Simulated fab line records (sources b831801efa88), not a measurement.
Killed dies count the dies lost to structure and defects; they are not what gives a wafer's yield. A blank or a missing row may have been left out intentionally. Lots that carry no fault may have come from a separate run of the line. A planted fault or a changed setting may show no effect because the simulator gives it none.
8D (eight disciplines) problem report, filled in by code -- flow gf180mcu -- the parts of the form that need people (team, actions taken, sign-off) are left out

1. THE ISSUE
V4_W_RS at GF_V4_RS_MEAS_24 reads a mean of 0.3664 ohm/sq on 2 wafers of 1 lot; wafers without a fault read 0.3276 ohm/sq with a standard deviation of 0.0029. Relative to the usual mean, that is a shift of +13 standard deviations.
The step: measures by four-point-probe.
Earliest sighting: wafer L896.5 on film-metro-03 at day 29 22:59. The record has a number at this step for 14 wafers belonging to 5 lots. Rule for "out" (also "out of limits"): further than 4 standard deviations from the usual mean. Any other wafer with a number is counted as sound.

2. WHAT IT IS, WHAT IT ISN'T
question,is,is not
which readings at this step,V4_W_RS,-
which lots,L896,"L879, L881, L886, L889"
which wafers of those lots,all that have a number,-
read on which gauges,film-metro-03,film-metro-02
when,from day 29 22:59,up to then (12 sound wafers)

3. WHAT RULES OUT EACH SUSPECT
Counting: a tool stays on the suspect list if, at a process step up to the reading, it processed all lots that are out and no sound lot following the first of them.
- the gauge at GF_V4_RS_MEAS_24: kept. All the wafers that are out were read on film-metro-03, and no step on other tools shows them out.
- rie-diel-03 at GF_V4_ETCH_16 (etches BARC in N2/H2): kept. It ran the lot that is out, L896 (day 29 21:54), and no sound lot after that; its last sound lot up to then is L886 (day 26 22:04).
- rie-diel-03 at GF_V4_ETCH_17 (etches SiO2 in C4F8/O2/Ar, stops on TiN, target depth 630 nm): kept. It ran the lot that is out, L896 (day 29 22:05), and no sound lot after that; its last sound lot up to then is L886 (day 26 22:11). GF_V4_ETCH_17 gives no start for some lots, so the hours and the order of its lots are those of GF_V4_STRIP_18.
- plasma-asher-01 at GF_V4_STRIP_18 (strips in O2/N2): kept. It ran the lot that is out, L896 (day 29 22:05), and no sound lot after that; its last sound lot up to then is L879 (day 24 08:47).
- pvd-sputter-04 at GF_V4_SPUTTER_21 (material Ti, target thk 15 nm, time 80.02 s): kept. It ran the lot that is out, L896 (day 29 22:43), and no sound lot after that; its last sound lot up to then is L886 (day 26 22:43).
- cvd-w-01 at GF_V4_CVD_23 (deposits W, target thk 350 nm, time 104.9 s): kept. It ran the lot that is out, L896 (day 29 22:52), and no sound lot after that; its last sound lot up to then is L889 (day 27 22:46).
Left after counting: rie-diel-03 at GF_V4_ETCH_16, rie-diel-03 at GF_V4_ETCH_17, plasma-asher-01 at GF_V4_STRIP_18, pvd-sputter-04 at GF_V4_SPUTTER_21, cvd-w-01 at GF_V4_CVD_23, film-metro-03 at GF_V4_RS_MEAS_24.

4. THE CAUSE (what the simulator had put in)
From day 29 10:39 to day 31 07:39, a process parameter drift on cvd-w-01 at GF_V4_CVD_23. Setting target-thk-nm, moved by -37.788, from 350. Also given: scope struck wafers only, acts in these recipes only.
Counting left 6 suspects, and this tool is among them.

5. THE EFFECT CHAIN, in route order
Each row: a reading where the mean over the struck wafers with a number is more than 3 standard deviations away from the usual. Only readings for which the record gives a usual standard deviation are gone through. hours: the time from each lot's start at the first step in this table that gives one to its start at this step, as a median over the lots. sigmas: the change in usual standard deviations.
hours,step,reading,usual,on struck wafers,change,sigmas
0,GF_V4_RS_MEAS_24,V4_W_RS,0.3276 ohm/sq,0.3664,+0.0388,+13
0,GF_V4_THK_MEAS_25,V4_W_THK,348 nm,317,-31,-7.4

6. WHAT WOULD HAVE CAUGHT IT SOONER
12 hours passed between the start of the fault at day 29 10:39 and the first reading out of limits at a measuring or inspecting step in this record, taken at day 29 22:59.
An alarm limit of 4 standard deviations would not have fired on the tool readings at GF_V4_CVD_23 for which the record gives a usual standard deviation, since none of them was out on any struck wafer.
By day 29 22:59 the whole set of lots that are out, 1 in number, had already begun GF_V4_CVD_23 on cvd-w-01. Had the tool been put on hold then, not one of them would have been saved.
